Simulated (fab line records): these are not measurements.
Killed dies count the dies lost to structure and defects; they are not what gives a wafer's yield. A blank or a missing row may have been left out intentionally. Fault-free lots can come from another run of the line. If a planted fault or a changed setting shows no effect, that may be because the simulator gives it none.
fab line records	flow sky130	part 1 of 2: steps 1 to 30 of 41
[record] lots = 5	wafers = 15	last_day = 50
route steps=708 shown NWELL@81 PWDE@84 VT_ADJUST_HVTP@85 VT_ADJUST_LVTN@97 VT_ADJUST_NCORE@119
lots untouched by any fault: they come from a run of this same line in which no faults occurred
start_h: the number of hours between the record's first day and the start of the first shown wafer of the lot	wait_h: hours from the lot's prior step to this one	" repeats the value in the row above	L1.1+2: several wafers, shown together as one row	- value missing, or start not given	* or withheld: withheld	< > ~ a bound
route shown NAME@n: NAME is a module with steps in the file, n the number in the route of the first one	usual: mean/standard deviation taken from wafers without a fault	same: alike in all rows	chamber/n: place in a boat	sites: each site's reading	_std_site: their standard deviation	_edge_site: outer sites' mean less inner sites'	radius_mm: how far each site lies from the wafer's centre	mask NAME#n: copy n	behind: tool/chamber where the wafer was last shaped	hold: why the lot was held/for how many hours/how that ended	device: names the non-switching transistor (n, p or np)	end of line: at the end of the route, the tests of the same wafers	a step given without rows: its recipe and nothing more	killed: at the first sort, the dies lost to defects and structure; wafer yield is something else	map: dies across one wafer; x = killed, . = not, _ = none there
set.NAME: the setting as run; set.NAME@STEP: as run at that earlier step	model.NAME: the simulator's own value behind a step, which no gauge read
certain route steps with their lots: each step a table, each wafer a row
services: the hour from which a tool's chamber was out of use, counted from the record's first day as start_h (under 0 if before that day), plus the number of hours and why
[[steps]]
[step SKY_NWELL_RTA_28]
[recipe] temp_c = 1050	time_s = 30	idle_temp_c = 650	ramp_up_c_per_s = 150	ramp_down_c_per_s = 90	ambient = N2
[usual] lamp_power_pct = 25.30/0.055	wafer_temp_C_max = 1054.8/0.9
lot.wafer	tool	chamber	start_h	wait_h	lamp_power_pct	wafer_temp_C_max
L076.2	rtp_anneal-02	0	121.71	0.0	25.36	1053.8
L076.4	"	0	"	"	25.40	1056.2
L076.6	"	0	"	"	25.33	1055.0
L087.2	rtp_anneal-02	0	179.26	0.0	25.27	1054.6
L087.4	"	0	"	"	25.31	1054.9
L087.5	"	0	"	"	25.34	1054.7
L090.2	rtp_anneal-02	0	214.41	0.0	25.27	1054.7
L090.4	"	0	"	"	25.27	1055.7
L090.6	"	0	"	"	25.35	1054.1
L093.3	rtp_anneal-02	0	222.97	0.0	25.41	1055.3
L093.4	"	0	"	"	25.35	1055.7
L093.5	"	0	"	"	25.32	1054.7
L097.1	rtp_anneal-01	0	249.74	0.0	25.38	1054.5
L097.3	"	0	"	"	25.34	1055.9
L097.4	"	0	"	"	25.21	1054.0
[step SKY_NWELL_RS_MEAS_29]
[recipe] thk_meas_gauge = four-point-probe
[usual] NWELL_RS = 625.0/1.7
lot.wafer	tool	chamber	start_h	wait_h	NWELL_RS[ohm/sq]
L076.2	film_metro-03	-	121.81	0.1	626.7
L076.4	"	-	"	"	627.5
L076.6	"	-	"	"	625.2
L087.2	film_metro-03	-	179.36	0.1	623.2
L087.4	"	-	"	"	622.6
L087.5	"	-	"	"	624.4
L090.2	film_metro-02	-	214.51	0.1	624.3
L090.4	"	-	"	"	626.6
L090.6	"	-	"	"	626.6
L093.3	film_metro-01	-	223.07	0.1	622.2
L093.4	"	-	"	"	624.5
L093.5	"	-	"	"	621.9
L097.1	film_metro-03	-	249.94	0.2	624.6
L097.3	"	-	"	"	624.0
L097.4	"	-	"	"	623.9
[step SKY_NWELL_RS_MEAS_31]
[recipe] thk_meas_gauge = four-point-probe
[usual] PWDE_RS = 5274/16
lot.wafer	tool	chamber	start_h	wait_h	PWDE_RS[ohm/sq]
L076.2	film_metro-03	-	122.05	0.1	5294
L076.4	"	-	"	"	5277
L076.6	"	-	"	"	5275
L087.2	film_metro-03	-	179.60	0.1	5281
L087.4	"	-	"	"	5289
L087.5	"	-	"	"	5268
L090.2	film_metro-02	-	214.75	0.1	5263
L090.4	"	-	"	"	5270
L090.6	"	-	"	"	5293
L093.3	film_metro-01	-	223.31	0.1	5267
L093.4	"	-	"	"	5266
L093.5	"	-	"	"	5264
L097.1	film_metro-03	-	250.18	0.1	5277
L097.3	"	-	"	"	5277
L097.4	"	-	"	"	5276
[step SKY_VT_ADJUST_HVTP_DEHYDRATE_00]
[recipe] temp_c = 200	time_s = 60
[usual] heater_power_total_W = 160.37/0.12
lot.wafer	tool	chamber	start_h	wait_h	heater_power_total_W
L076.2	litho_track-02	0	130.07	8.0	160.39
L076.4	"	0	"	"	160.41
L076.6	"	0	"	"	160.47
L087.2	litho_track-02	0	190.22	10.6	160.49
L087.4	"	0	"	"	160.14
L087.5	"	0	"	"	160.42
L090.2	litho_track-03	0	225.37	10.6	160.36
L090.4	"	0	"	"	160.55
L090.6	"	0	"	"	160.22
L093.3	litho_track-02	0	232.89	9.6	160.22
L093.4	"	0	"	"	160.37
L093.5	"	0	"	"	160.38
L097.1	litho_track-03	0	262.24	12.0	160.27
L097.3	"	0	"	"	160.25
L097.4	"	0	"	"	160.56
[step SKY_VT_ADJUST_HVTP_HMDS_01]
[recipe] prime_time_s = 60	prime_temp_c = 120
lot.wafer	tool	chamber	start_h	wait_h
L076.2+4+6	litho_track-02	0	130.22	0.1
L087.2+4+5	litho_track-02	0	190.37	0.1
L090.2+4+6	litho_track-03	0	225.52	0.1
L093.3+4+5	litho_track-02	0	233.04	0.1
L097.1+3+4	litho_track-03	0	262.39	0.1
[step SKY_VT_ADJUST_HVTP_COAT_02]
[recipe] resist = NOVOLAK	spin_rpm = 3000	resist_thk_nm = 1140
lot.wafer	tool	chamber	start_h	wait_h
L076.2+4+6	litho_track-02	0	130.37	0.1
L087.2+4+5	litho_track-02	0	190.52	0.1
L090.2+4+6	litho_track-03	0	225.67	0.1
L093.3+4+5	litho_track-02	0	233.19	0.1
L097.1+3+4	litho_track-03	0	262.54	0.1
[step SKY_VT_ADJUST_HVTP_SOFTBAKE_03]
[recipe] temp_c = 90	time_s = 60	resist = NOVOLAK
[usual] heater_power_total_W = 56.59/0.045
lot.wafer	tool	chamber	start_h	wait_h	heater_power_total_W
L076.2	litho_track-02	0	130.52	0.1	56.53
L076.4	"	0	"	"	56.60
L076.6	"	0	"	"	56.67
L087.2	litho_track-02	0	190.67	0.1	56.62
L087.4	"	0	"	"	56.60
L087.5	"	0	"	"	56.61
L090.2	litho_track-03	0	225.82	0.1	56.50
L090.4	"	0	"	"	56.62
L090.6	"	0	"	"	56.56
L093.3	litho_track-02	0	233.34	0.1	56.57
L093.4	"	0	"	"	56.57
L093.5	"	0	"	"	56.60
L097.1	litho_track-03	0	262.69	0.1	56.60
L097.3	"	0	"	"	56.60
L097.4	"	0	"	"	56.58
[step SKY_VT_ADJUST_HVTP_EXPOSE_04]
[recipe] mask_id = HVTPM	na = 0.6	source_shape = conventional	sigma_outer = 0.6	polarization = unpolarized	target_cd_nm = 380	dose_mj = 140
lot.wafer	tool	chamber	start_h	wait_h	mask
L076.2+4+6	iline_stepper-01	0	-	-	HVTPM#0
L087.2+4+5	iline_stepper-02	0	-	-	HVTPM#0
L090.2+4+6	iline_stepper-02	0	-	-	HVTPM#0
L093.3+4+5	iline_stepper-01	0	-	-	HVTPM#0
L097.1+3+4	iline_stepper-01	0	-	-	HVTPM#0
[step SKY_VT_ADJUST_HVTP_PEB_05]
[recipe] temp_c = withheld	time_s = *	resist = NOVOLAK
lot.wafer	tool	chamber	start_h	wait_h
L076.2+4+6	litho_track-02	0	-	-
L087.2+4+5	litho_track-02	0	-	-
L090.2+4+6	litho_track-02	0	-	-
L093.3+4+5	litho_track-01	0	-	-
L097.1+3+4	litho_track-02	0	-	-
[step SKY_VT_ADJUST_HVTP_DEVELOP_06]
[recipe] resist = NOVOLAK	developer = TMAH	develop_time_s = 60	dev_temp_c = 23
[same] develop_time_s = 60
lot.wafer	tool	chamber	start_h	wait_h
L076.2+4+6	litho_track-02	0	138.82	0.1
L087.2+4+5	litho_track-02	0	200.87	0.1
L090.2+4+6	litho_track-02	0	236.17	0.1
L093.3+4+5	litho_track-01	0	243.09	0.1
L097.1+3+4	litho_track-02	0	274.19	0.1
[step SKY_VT_ADJUST_HVTP_CD_MEAS_07]
[recipe] target_cd_nm = 380
[usual] cd_nm = 379.7/2.6
lot.wafer	tool	chamber	start_h	wait_h	cd_nm
L076.2	cd_sem-02	-	138.96	0.1	379.6
L076.4	"	-	"	"	382.5
L076.6	"	-	"	"	380.2
L087.2	cd_sem-01	-	201.01	0.1	383.3
L087.4	"	-	"	"	382.0
L087.5	"	-	"	"	383.5
L090.2	cd_sem-02	-	236.31	0.1	377.5
L090.4	"	-	"	"	377.2
L090.6	"	-	"	"	375.3
L093.3	cd_sem-01	-	243.23	0.1	383.2
L093.4	"	-	"	"	380.9
L093.5	"	-	"	"	385.4
L097.1	cd_sem-02	-	274.34	0.1	378.3
L097.3	"	-	"	"	377.1
L097.4	"	-	"	"	377.6
[step SKY_VT_ADJUST_HVTP_OVL_MEAS_08]
[usual] VT_ADJUST_HVTP_OVL = -0.2/1.4
lot.wafer	tool	chamber	start_h	wait_h	VT_ADJUST_HVTP_OVL[nm]
L076.2	overlay-01	-	139.07	0.1	-0.5
L076.4	"	-	"	"	-0.5
L076.6	"	-	"	"	-1.3
L087.2	overlay-02	-	201.12	0.1	-1.6
L087.4	"	-	"	"	-1.5
L087.5	"	-	"	"	-1.7
L090.2	overlay-01	-	236.42	0.1	-0.5
L090.4	"	-	"	"	-1.1
L090.6	"	-	"	"	-1.9
L093.3	overlay-02	-	243.32	0.1	1.3
L093.4	"	-	"	"	2.8
L093.5	"	-	"	"	1.5
L097.1	overlay-01	-	274.46	0.1	1.1
L097.3	"	-	"	"	0.8
L097.4	"	-	"	"	0.3
[step SKY_VT_ADJUST_HVTP_IMPLANT_09]
[recipe] species = As	energy_kev = 150	dose_cm2 = 4.3e+12	tilt_deg = withheld
[usual] beam_on_s = 9.99/0.19
lot.wafer	tool	chamber	start_h	wait_h	beam_on_s
L076.2	implanter-03	0	139.12	0.0	10.04
L076.4	"	0	"	"	9.95
L076.6	"	0	"	"	9.94
L087.2	implanter-03	0	201.17	0.0	10.17
L087.4	"	0	"	"	10.04
L087.5	"	0	"	"	9.83
L090.2	implanter-04	0	236.47	0.0	9.78
L090.4	"	0	"	"	9.79
L090.6	"	0	"	"	9.75
L093.3	implanter-04	0	243.39	0.1	9.92
L093.4	"	0	"	"	10.06
L093.5	"	0	"	"	9.95
L097.1	implanter-04	0	274.50	0.0	9.97
L097.3	"	0	"	"	9.92
L097.4	"	0	"	"	9.94
[step SKY_VT_ADJUST_HVTP_STRIP_10]
[recipe] chemistry = O2/N2	power_w = 1400	pressure_mtorr = 1500	platen_temp_c = withheld	o2_flow_sccm = 3000	n2_flow_sccm = 300	overash_fraction = 0.5
[usual] drypump_motor_current_A = 5.6/0.4	oes_product_au = 0.716/0.0049	strip_time_to_endpoint_s = 14.17/0.044
lot.wafer	tool	chamber	start_h	wait_h	drypump_motor_current_A	oes_product_au	rf_hours_counter_h	strip_time_to_endpoint_s
L076.2	plasma_asher-02	1	139.25	0.1	5.1	0.709	45	14.10
L076.4	"	1	"	"	5.1	0.720	-	14.16
L076.6	"	0	"	"	5.6	0.716	-	14.05
L087.2	plasma_asher-01	1	201.30	0.1	5.9	0.720	41	14.15
L087.4	"	1	"	"	5.8	0.715	-	14.17
L087.5	"	0	"	"	5.4	0.713	-	14.14
L090.2	plasma_asher-01	0	236.60	0.1	5.4	0.720	45	14.13
L090.4	"	0	"	"	5.4	0.714	-	14.09
L090.6	"	1	"	"	5.8	0.719	-	14.13
L093.3	plasma_asher-04	0	243.53	0.1	6.3	0.720	-	14.15
L093.4	"	1	"	"	5.2	0.719	-	14.17
L093.5	"	1	"	"	5.3	0.724	-	14.18
L097.1	plasma_asher-02	1	274.65	0.1	5.1	0.716	59	14.17
L097.3	"	1	"	"	5.1	0.717	-	14.24
L097.4	"	0	"	"	5.6	0.724	-	14.22
[step SKY_VT_ADJUST_HVTP_TW_MEAS_11]
[usual] VT_ADJUST_HVTP_TW = 1362/15
lot.wafer	tool	chamber	start_h	wait_h	VT_ADJUST_HVTP_TW
L076.2	film_metro-02	-	139.36	0.1	1375
L076.4	"	-	"	"	1368
L076.6	"	-	"	"	1364
L087.2	film_metro-04	-	201.41	0.1	1380
L087.4	"	-	"	"	1377
L087.5	"	-	"	"	1374
L090.2	film_metro-03	-	236.71	0.1	1342
L090.4	"	-	"	"	1338
L090.6	"	-	"	"	1340
L093.3	film_metro-04	-	243.61	0.1	1373
L093.4	"	-	"	"	1367
L093.5	"	-	"	"	1373
L097.1	film_metro-03	-	274.75	0.1	1332
L097.3	"	-	"	"	1337
L097.4	"	-	"	"	1343
[step SKY_VT_ADJUST_LVTN_DEHYDRATE_00]
[recipe] temp_c = 200	time_s = 60
[usual] heater_power_total_W = 160.37/0.13
lot.wafer	tool	chamber	start_h	wait_h	heater_power_total_W
L076.2	litho_track-04	0	149.26	9.9	160.17
L076.4	"	0	"	"	160.59
L076.6	"	0	"	"	160.52
L087.2	litho_track-04	0	212.61	11.2	160.54
L087.4	"	0	"	"	160.38
L087.5	"	0	"	"	160.33
L090.2	litho_track-03	0	246.92	10.2	160.47
L090.4	"	0	"	"	160.46
L090.6	"	0	"	"	160.16
L093.3	litho_track-01	0	254.49	10.9	160.25
L093.4	"	0	"	"	160.34
L093.5	"	0	"	"	160.21
L097.1	litho_track-03	0	286.74	12.0	160.27
L097.3	"	0	"	"	160.28
L097.4	"	0	"	"	160.38
[step SKY_VT_ADJUST_LVTN_HMDS_01]
[recipe] prime_time_s = 60	prime_temp_c = 120
lot.wafer	tool	chamber	start_h	wait_h
L076.2+4+6	litho_track-04	0	149.41	0.1
L087.2+4+5	litho_track-04	0	212.76	0.1
L090.2+4+6	litho_track-03	0	247.07	0.1
L093.3+4+5	litho_track-01	0	254.64	0.1
L097.1+3+4	litho_track-03	0	286.89	0.1
[step SKY_VT_ADJUST_LVTN_COAT_02]
[recipe] spin_rpm = 2000	resist_thk_nm = 3000
lot.wafer	tool	chamber	start_h	wait_h
L076.2+4+6	litho_track-04	0	149.56	0.1
L087.2+4+5	litho_track-04	0	212.91	0.1
L090.2+4+6	litho_track-03	0	247.22	0.1
L093.3+4+5	litho_track-01	0	254.79	0.1
L097.1+3+4	litho_track-03	0	287.04	0.1
[step SKY_VT_ADJUST_LVTN_SOFTBAKE_03]
[recipe] temp_c = 110	time_s = withheld
[usual] heater_power_total_W = 65.31/0.13
lot.wafer	tool	chamber	start_h	wait_h	heater_power_total_W
L076.2	litho_track-04	0	149.72	0.1	65.41
L076.4	"	0	"	"	65.39
L076.6	"	0	"	"	65.27
L087.2	litho_track-04	0	213.07	0.1	65.53
L087.4	"	0	"	"	65.46
L087.5	"	0	"	"	65.38
L090.2	litho_track-03	0	247.37	0.1	65.32
L090.4	"	0	"	"	65.45
L090.6	"	0	"	"	65.34
L093.3	litho_track-01	0	254.95	0.1	65.24
L093.4	"	0	"	"	65.31
L093.5	"	0	"	"	65.44
L097.1	litho_track-03	0	287.19	0.1	65.51
L097.3	"	0	"	"	65.14
L097.4	"	0	"	"	65.37
[step SKY_VT_ADJUST_LVTN_EXPOSE_04]
[recipe] mask_id = NWM_COMPLEMENT_LESS_NATIVE	na = 0.6	source_shape = conventional	sigma_outer = 0.6	polarization = unpolarized	target_cd_nm = 840	dose_mj = 194
lot.wafer	tool	chamber	start_h	wait_h	mask
L076.2+4+6	iline_stepper-02	0	-	-	NWM_COMPLEMENT_LESS_NATIVE#0
L087.2+4+5	iline_stepper-02	0	-	-	NWM_COMPLEMENT_LESS_NATIVE#0
L090.2+4+6	iline_stepper-01	0	-	-	NWM_COMPLEMENT_LESS_NATIVE#0
L093.3+4+5	iline_stepper-01	0	-	-	NWM_COMPLEMENT_LESS_NATIVE#0
L097.1+3+4	iline_stepper-01	0	-	-	NWM_COMPLEMENT_LESS_NATIVE#0
[step SKY_VT_ADJUST_LVTN_PEB_05]
[recipe] temp_c = 115	time_s = withheld
[usual] heater_power_total_W = 69.35/0.13
lot.wafer	tool	chamber	start_h	wait_h	heater_power_total_W
L076.2	litho_track-01	0	-	-	69.60
L076.4	"	0	"	"	69.33
L076.6	"	0	"	"	69.18
L087.2	litho_track-04	0	-	-	69.46
L087.4	"	0	"	"	69.22
L087.5	"	0	"	"	69.25
L090.2	litho_track-04	0	-	-	69.35
L090.4	"	0	"	"	69.21
L090.6	"	0	"	"	69.24
L093.3	litho_track-03	0	-	-	69.49
L093.4	"	0	"	"	69.40
L093.5	"	0	"	"	69.23
L097.1	litho_track-01	0	-	-	69.24
L097.3	"	0	"	"	69.37
L097.4	"	0	"	"	69.54
[step SKY_VT_ADJUST_LVTN_DEVELOP_06]
[recipe] wall_angle_deg = 90	developer = TMAH	develop_time_s = 60	dev_temp_c = 23
[same] develop_time_s = 60
lot.wafer	tool	chamber	start_h	wait_h
L076.2+4+6	litho_track-01	0	-	-
L087.2+4+5	litho_track-04	0	-	-
L090.2+4+6	litho_track-04	0	-	-
L093.3+4+5	litho_track-03	0	-	-
L097.1+3+4	litho_track-01	0	-	-
[step SKY_VT_ADJUST_LVTN_OVL_MEAS_07]
[usual] VT_ADJUST_LVTN_OVL = 0.5/1.2
lot.wafer	tool	chamber	start_h	wait_h	VT_ADJUST_LVTN_OVL[nm]
L076.2	overlay-01	-	159.44	-	-0.5
L076.4	"	-	"	"	0.7
L076.6	"	-	"	"	0.0
L087.2	overlay-02	-	224.19	-	3.7
L087.4	"	-	"	"	2.0
L087.5	"	-	"	"	1.8
L090.2	overlay-01	-	260.04	-	-0.5
L090.4	"	-	"	"	-1.6
L090.6	"	-	"	"	-0.5
L093.3	overlay-01	-	267.20	-	1.4
L093.4	"	-	"	"	2.0
L093.5	"	-	"	"	1.3
L097.1	overlay-01	-	299.94	-	2.3
L097.3	"	-	"	"	2.0
L097.4	"	-	"	"	2.0
[step SKY_VT_ADJUST_LVTN_IMPLANT_08]
[recipe] species = B	energy_kev = 30	dose_cm2 = 1.57e+12	tilt_deg = withheld
[usual] beam_on_s = 10.03/0.19
lot.wafer	tool	chamber	start_h	wait_h	beam_on_s
L076.2	implanter-02	0	159.50	0.0	10.12
L076.4	"	0	"	"	9.80
L076.6	"	0	"	"	10.02
L087.2	implanter-01	0	224.25	0.0	10.02
L087.4	"	0	"	"	9.89
L087.5	"	0	"	"	10.03
L090.2	implanter-02	0	260.10	0.0	10.25
L090.4	"	0	"	"	9.71
L090.6	"	0	"	"	9.59
L093.3	implanter-02	0	267.28	0.1	9.74
L093.4	"	0	"	"	10.05
L093.5	"	0	"	"	10.07
L097.1	implanter-04	0	299.97	0.0	10.03
L097.3	"	0	"	"	10.03
L097.4	"	0	"	"	9.89
[step SKY_VT_ADJUST_LVTN_STRIP_09]
[recipe] chemistry = O2/N2	power_w = 1400	pressure_mtorr = 1500	platen_temp_c = withheld	o2_flow_sccm = 3000	n2_flow_sccm = 300	overash_fraction = 0.5
[usual] drypump_motor_current_A = 5.7/0.45	oes_product_au = 0.721/0.0045	strip_time_to_endpoint_s = 36.90/0.11
lot.wafer	tool	chamber	start_h	wait_h	drypump_motor_current_A	oes_product_au	rf_hours_counter_h	strip_time_to_endpoint_s
L076.2	plasma_asher-02	0	159.62	0.1	5.6	0.711	47	37.03
L076.4	"	1	"	"	5.1	0.726	-	37.06
L076.6	"	0	"	"	5.6	0.725	-	36.84
L087.2	plasma_asher-04	0	224.37	0.1	6.3	0.721	58	36.82
L087.4	"	0	"	"	6.3	0.710	-	36.79
L087.5	"	0	"	"	6.3	0.718	-	36.82
L090.2	plasma_asher-02	1	260.22	0.1	5.1	0.729	57	36.99
L090.4	"	1	"	"	5.1	0.720	-	36.93
L090.6	"	0	"	"	5.6	0.719	-	37.00
L093.3	plasma_asher-04	1	267.41	0.1	5.2	0.728	-	37.00
L093.4	"	0	"	"	6.3	0.727	-	36.96
L093.5	"	0	"	"	6.3	0.722	-	37.08
L097.1	plasma_asher-02	0	300.12	0.1	5.6	0.718	61	36.88
L097.3	"	1	"	"	5.1	0.721	-	36.86
L097.4	"	0	"	"	5.6	0.728	-	36.92
[step SKY_VT_ADJUST_LVTN_TW_MEAS_10]
[usual] VT_ADJUST_LVTN_TW = 244.6/1.8
lot.wafer	tool	chamber	start_h	wait_h	VT_ADJUST_LVTN_TW
L076.2	film_metro-02	-	159.73	0.1	245.9
L076.4	"	-	"	"	244.1
L076.6	"	-	"	"	245.3
L087.2	film_metro-04	-	224.48	0.1	244.6
L087.4	"	-	"	"	243.7
L087.5	"	-	"	"	245.2
L090.2	film_metro-01	-	260.33	0.1	245.4
L090.4	"	-	"	"	245.6
L090.6	"	-	"	"	244.8
L093.3	film_metro-02	-	267.50	0.1	243.1
L093.4	"	-	"	"	242.3
L093.5	"	-	"	"	245.1
L097.1	film_metro-04	-	300.22	0.1	240.7
L097.3	"	-	"	"	240.7
L097.4	"	-	"	"	241.4
[step SKY_VT_ADJUST_LVTN_DEHYDRATE_11]
[recipe] temp_c = 200	time_s = 60
[usual] heater_power_total_W = 160.37/0.12
lot.wafer	tool	chamber	start_h	wait_h	heater_power_total_W
L076.2	litho_track-01	0	169.66	9.9	160.33
L076.4	"	0	"	"	160.33
L076.6	"	0	"	"	160.21
L087.2	litho_track-03	0	234.47	10.0	160.11
L087.4	"	0	"	"	160.43
L087.5	"	0	"	"	160.46
L090.2	litho_track-04	0	271.56	11.2	160.62
L090.4	"	0	"	"	160.52
L090.6	"	0	"	"	160.56
L093.3	litho_track-04	0	278.54	11.0	160.23
L093.4	"	0	"	"	160.53
L093.5	"	0	"	"	160.38
L097.1	litho_track-01	0	312.74	12.5	160.48
L097.3	"	0	"	"	160.53
L097.4	"	0	"	"	160.30
[step SKY_VT_ADJUST_LVTN_HMDS_12]
[recipe] prime_time_s = 60	prime_temp_c = 120
lot.wafer	tool	chamber	start_h	wait_h
L076.2+4+6	litho_track-01	0	169.81	0.1
L087.2+4+5	litho_track-03	0	234.62	0.1
L090.2+4+6	litho_track-04	0	271.71	0.1
L093.3+4+5	litho_track-04	0	278.69	0.1
L097.1+3+4	litho_track-01	0	312.89	0.1
[step SKY_VT_ADJUST_LVTN_COAT_13]
[recipe] resist = NOVOLAK	spin_rpm = 3000	resist_thk_nm = 1140
lot.wafer	tool	chamber	start_h	wait_h
L076.2+4+6	litho_track-01	0	169.96	0.1
L087.2+4+5	litho_track-03	0	234.77	0.1
L090.2+4+6	litho_track-04	0	271.86	0.1
L093.3+4+5	litho_track-04	0	278.84	0.1
L097.1+3+4	litho_track-01	0	313.04	0.1
[step SKY_VT_ADJUST_LVTN_SOFTBAKE_14]
[recipe] temp_c = 90	time_s = 60	resist = NOVOLAK
[usual] heater_power_total_W = 56.60/0.039
lot.wafer	tool	chamber	start_h	wait_h	heater_power_total_W
L076.2	litho_track-01	0	170.11	0.1	56.62
L076.4	"	0	"	"	56.61
L076.6	"	0	"	"	56.64
L087.2	litho_track-03	0	234.92	0.1	56.54
L087.4	"	0	"	"	56.60
L087.5	"	0	"	"	56.60
L090.2	litho_track-04	0	272.01	0.1	56.64
L090.4	"	0	"	"	56.57
L090.6	"	0	"	"	56.60
L093.3	litho_track-04	0	278.99	0.1	56.55
L093.4	"	0	"	"	56.60
L093.5	"	0	"	"	56.60
L097.1	litho_track-01	0	313.19	0.1	56.60
L097.3	"	0	"	"	56.64
L097.4	"	0	"	"	56.55
